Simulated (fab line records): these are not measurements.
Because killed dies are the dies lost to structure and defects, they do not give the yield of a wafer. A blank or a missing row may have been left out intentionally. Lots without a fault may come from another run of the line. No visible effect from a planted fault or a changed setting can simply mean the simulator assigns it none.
The same fault as seen by 2 desks | flow gf180mcu | numbers are kept per desk, each desk with only its own; the story behind them comes last

## TOOL OWNER'S DESK, implanter-02
The tool's own readings at GF_DNWELL_IMPLANT_07: means of the sampled wafers that have a number, for each lot that ran on this tool. If a lot's mean is further than 4 standard deviations from the usual mean, the lot is out of limits and carries the mark OUT (the distance appears in the brackets).
Columns: A = beam on s at GF_DNWELL_IMPLANT_07, usual 10.02 s; B = end station pressure torr at GF_DNWELL_IMPLANT_07, usual 5.03e-06 Torr; C = faraday current uA at GF_DNWELL_IMPLANT_07, usual 56.3
lot  | first seen here | A                | B                          | C
L379 | day 3 05:49     | 9.99             | 4.93e-06                   | 56.6
L381 | day 3 15:27     | 10.07            | 4.95e-06                   | 56.1
L383 | day 4 02:07     | 10.10            | 4.89e-06                   | 55.7
L395 | day 6 19:38     | 11.35 (+7.0) OUT | 8.04e-05 (+99 or more) OUT | 49.1 (-7.2) OUT
L397 | day 7 04:15     | 11.46 (+7.6) OUT | 8.70e-05 (+99 or more) OUT | 48.4 (-7.9) OUT
Finding of this desk: L395, L397 out of limits; the first was L395 at day 6 19:38, on beam on s at GF_DNWELL_IMPLANT_07. In limits: L379, L381, L383.

## FROM THE METROLOGY DESK
Means of the sampled wafers that have a number, per lot and without regard to the tool the lot ran on: this is what the gauges read. If a lot's mean is further than 4 standard deviations from the usual mean, the lot is out of limits and carries the mark OUT (the distance appears in the brackets).
Columns: A = DNWELL_TW at GF_DNWELL_TW_MEAS_09, usual 1350; B = LVPWELL_TW at GF_LVPWELL_TW_MEAS_11, usual 559; C = VT_IMPLANT_2_TW at GF_VT_IMPLANT_TW_MEAS_21, usual 1204; D = LVPWELL_RS at GF_VT_IMPLANT_RS_MEAS_48, usual 1198 ohm/sq
lot  | first seen here | A               | B   | C    | D
L378 | day 2 23:52     | 1345            | 549 | 1209 | 1199
L379 | day 3 06:04     | 1361            | 559 | 1204 | 1198
L380 | day 3 10:25     | 1331            | 557 | 1205 | 1195
L381 | day 3 15:40     | 1339            | 547 | 1215 | 1198
L382 | day 3 20:25     | 1377            | 550 | 1211 | 1198
L383 | day 4 02:22     | 1343            | 564 | 1182 | 1195
L384 | day 4 07:34     | 1336            | 549 | 1201 | 1197
L386 | day 4 17:38     | 1353            | 563 | 1203 | 1195
L388 | day 5 05:54     | 1342            | 563 | 1212 | 1204
L395 | day 6 19:50     | 1401 (+4.7) OUT | 566 | 1200 | 1204
L397 | day 7 04:28     | 1406 (+5.1) OUT | 563 | 1203 | 1189
L398 | day 7 10:03     | 1350            | 564 | 1205 | 1199
L399 | day 7 15:37     | 1366            | 564 | 1200 | 1198
L400 | day 7 20:24     | 1344            | 559 | 1209 | 1199
This desk finds L395, L397 out of limits, with the earliest case on L395 at day 6 19:50 (DNWELL_TW at GF_DNWELL_TW_MEAS_09). In limits: L378, L379, L380, L381, L382, L383, L384, L386, L388, L398, L399, L400.

## TAKEN TOGETHER
On L395, L397, at day 6 19:38, an alarm was possible from the tool owner's desk.
L395, L397 would have let the metrology desk raise an alarm at day 6 19:50.
GF_DNWELL_IMPLANT_07 was run on implanter-02 by each of the lots named.

## WHAT THE SIMULATOR PUT IN
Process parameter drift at GF_DNWELL_IMPLANT_07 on implanter-02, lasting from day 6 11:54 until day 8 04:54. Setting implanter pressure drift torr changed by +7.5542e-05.
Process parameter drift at GF_DNWELL_IMPLANT_07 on implanter-02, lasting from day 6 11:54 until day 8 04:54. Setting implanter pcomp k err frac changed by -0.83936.
Shown lots that were struck: L395, L397.
Counting hours from when the fault started, the first reading out of limits came at 8 for the tool owner's desk and at 8 for the metrology desk.
